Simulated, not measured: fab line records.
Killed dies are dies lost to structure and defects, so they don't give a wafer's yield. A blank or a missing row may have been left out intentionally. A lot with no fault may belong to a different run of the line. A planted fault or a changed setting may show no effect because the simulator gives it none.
Comparing a struck lot with a sound one | flow sky130 | 25 out of 708 route steps
Sound: these wafers, L253.3, L253.4, L253.5. Struck: wafers L240.1, L240.2, L240.6. At the end, the cause is stated.
At each step with rows: each side's tool, then ch and its chambers, then its first start. Under that, the readings that differ: sound wafers | struck wafers | difference of the means | sigmas: that difference in standard deviations of wafers without a fault.
alike: a reading whose means differ by less than 2 such deviations, as well as words and numbers matching on both sides. not compared: withheld readings; readings where some wafer has no value; bounds like >300 that might hide an equal value; numbers whose values overlap and for which the record gives no deviation.
The two part at a step that has a row with sigmas, a row that says differs or no value, or rows on one side only. Numbers that have no deviation but don't overlap get no sigmas and don't part them. A reading missing from all wafers of one side parts the sides only when that side holds two or more wafers.

SKY_POLY_CUT_ETCH_11: etches Si3N4 in CF4/CH2F2/Ar, stops on poly-Si, time 42.5 s, target depth 60 nm.
  sound on rieDiel-03 ch 2,3, day 30 18:05; struck on rieDiel-03 ch 0,1,3, day 26 06:29
  alike: drypumpMotorCurrentA, oesProductAu, rfFwdPowerW, throttleValvePct
  not compared: rfHoursCounterH
SKY_POLY_CUT_STRIP_12: strips in O2/N2.
  sound on plasmaAsher-01 ch 0,1, day 30 18:10; struck on plasmaAsher-01 ch 0,1, day 26 06:32
  alike: chamberPressureMTorr, drypumpMotorCurrentA, oesProductAu, stripTimeToEndpointS
  not compared: rfHoursCounterH
then, 7 steps without rows for these wafers: SKY_SD_P_DEHYDRATE_00 (time 60 s); SKY_SD_P_HMDS_01 (prime time 60 s); SKY_SD_P_COAT_02 (resist thk 1140 nm); SKY_SD_P_SOFTBAKE_03 (time 60 s); SKY_SD_P_EXPOSE_04 (exposes mask PSDM, target cd 380 nm); SKY_SD_P_PEB_05; SKY_SD_P_DEVELOP_06 (develop time 60 s).
SKY_SD_P_CD_MEAS_07 targets a cd of 380 nm.
  struck on cdSem-01, day 27 10:23; sound on cdSem-01, day 31 20:20
  alike: cdNm
SKY_SD_P_OVL_MEAS_08:
  struck on overlay-02, day 27 10:31; sound on overlay-02, day 31 20:25
  alike: SD_P_OVL
after that, 1 step had no rows for these wafers: SKY_SD_P_IMPLANT_09.
SKY_SD_P_STRIP_10: strips in O2/N2.
  sound on plasmaAsher-01 ch 0,1, day 31 20:38; struck on plasmaAsher-01 ch 0,1, day 27 10:41
  no value came back on the struck wafers for chamberPressureMTorr (mTorr), drypumpMotorCurrentA (A), oesProductAu (a.u.), stripTimeToEndpointS (s); on the sound wafers chamberPressureMTorr (mTorr) reads 1499.0 1501.5 1499.5
reading                                  | sound | struck         | difference | sigmas
model.NOVOLAK_of_SD_P_COAT_02.thkNm (nm) | 0 0 0 | 1140 1141 1138 | +1140      | 
  not compared: rfHoursCounterH
SKY_SD_P_TW_MEAS_11:
  struck on filmMetro-02, day 27 10:47; sound on filmMetro-02, day 31 20:44
  alike: SD_P_TW
then, 8 steps without rows for these wafers: SKY_RES_XHIGH_DEHYDRATE_00 (time 60 s); SKY_RES_XHIGH_HMDS_01 (prime time 60 s); SKY_RES_XHIGH_COAT_02 (resist thk 1140 nm); SKY_RES_XHIGH_SOFTBAKE_03 (time 60 s); SKY_RES_XHIGH_EXPOSE_04 (exposes mask URPM, target cd 1270 nm); SKY_RES_XHIGH_PEB_05; SKY_RES_XHIGH_DEVELOP_06 (develop time 60 s); SKY_RES_XHIGH_IMPLANT_07.
SKY_RES_XHIGH_STRIP_08: strips in O2/N2.
  sound on plasmaAsher-03 ch 0,1, day 32 23:40; struck on plasmaAsher-04 ch 0,1, day 28 15:20
reading                  | sound             | struck            | difference | sigmas
stripTimeToEndpointS (s) | 14.27 14.27 14.28 | 31.24 31.29 31.26 | +16.99     | +99 or more
  alike: chamberPressureMTorr, drypumpMotorCurrentA, oesProductAu
  not compared: rfHoursCounterH
SKY_RES_XHIGH_TW_MEAS_09:
  struck on filmMetro-03, day 28 15:26; sound on filmMetro-03, day 32 23:45
reading      | sound          | struck   | difference | sigmas
RES_XHIGH_TW | 1640 1637 1640 | 30 30 30 | -1609      | -99 or more
then, 1 step without rows for these wafers: SKY_SD_N_DEHYDRATE_00 (time 60 s).

## WHERE THEY PART
At SKY_SD_P_STRIP_10 first; at SKY_RES_XHIGH_TW_MEAS_09 last (within this record only).

WHY: the cause the simulator had injected
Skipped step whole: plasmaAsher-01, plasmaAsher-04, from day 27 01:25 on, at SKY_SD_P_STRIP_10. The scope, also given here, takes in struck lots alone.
